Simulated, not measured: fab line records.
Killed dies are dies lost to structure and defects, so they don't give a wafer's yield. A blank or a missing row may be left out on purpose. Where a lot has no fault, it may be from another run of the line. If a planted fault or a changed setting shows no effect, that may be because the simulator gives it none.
The tool behind it: which one?	flow gf180mcu	7 lots, 21 wafers sampled, at 4 steps of a route of 602

## WHAT THE GAUGES SHOWED, per wafer
GF_V1_THK_MEAS_03.
lot	measured	on	V1_CVD_02_THK (nm)
L925	day 17 20:05	filmMetro-01	844 860 859
L928	day 18 22:09	filmMetro-02	852 852 870
L932	day 20 06:42	filmMetro-03	833 845 862
L935	day 21 10:29	filmMetro-01	867 873 849
L945	day 24 14:23	filmMetro-01	850 833 865
L947	day 25 05:17	filmMetro-01	838 854 850

## EACH LOT AND THE TOOL THAT RAN IT (in order: tool; ch and the chambers of the sampled wafers; start)
lot	GF_CONTACT_SPUTTER_23	GF_M1_SPUTTER_03	GF_M1_PEB_12
L925	pvdSputter-01, day 16 19:20	pvdSputter-04, day 16 20:07	lithoTrack-04 ch 0, day 17 18:43
L928	pvdSputter-04, day 17 19:58	pvdSputter-03, day 17 20:44	lithoTrack-02 ch 0, day 18 20:47
L932	pvdSputter-01, day 19 04:59	pvdSputter-04, day 19 05:46	lithoTrack-02 ch 0, day 20 05:20
L935	pvdSputter-04, day 20 07:50	pvdSputter-02, day 20 08:37	lithoTrack-04 ch 0, day 21 08:49
L938	pvdSputter-01, day 21 08:09	pvdSputter-04, day 21 08:56	lithoTrack-02, day 22 08:08
L945	pvdSputter-01, day 23 13:55	pvdSputter-03, day 23 14:41	lithoTrack-02 ch 0, day 24 12:55
L947	pvdSputter-02, day 24 05:29	pvdSputter-03, day 24 06:16	lithoTrack-03 ch 0, day 25 03:55
- GF_CONTACT_SPUTTER_23: material TiN, target thk 10 nm, time 40 s.
- GF_M1_SPUTTER_03: material Ti, target thk 10 nm, time 6.7 s.
- GF_M1_PEB_12: peb time 90 s.

## THE ANSWER, worked out from the rows above alone
Rule: what is usual is taken from the lots themselves. The widest of any qualifying gaps counts: lots, ordered by their means at a reading, are off when they make up no more than a third of the lots, leave a main group of 4 or more, and stand apart from it by 3 or more times the standard deviation of that group's means. The tables above print the reading to a certain number of digits; a main group whose means all agree to those digits is not used. Also off: a lot with no number at a reading for which 4 or more lots have one. The other lots that the step has rows for count as sound.
No lot is off on any of the readings shown, so nothing can be concluded from this.

## WHAT WAS PUT IN BY THE SIMULATOR
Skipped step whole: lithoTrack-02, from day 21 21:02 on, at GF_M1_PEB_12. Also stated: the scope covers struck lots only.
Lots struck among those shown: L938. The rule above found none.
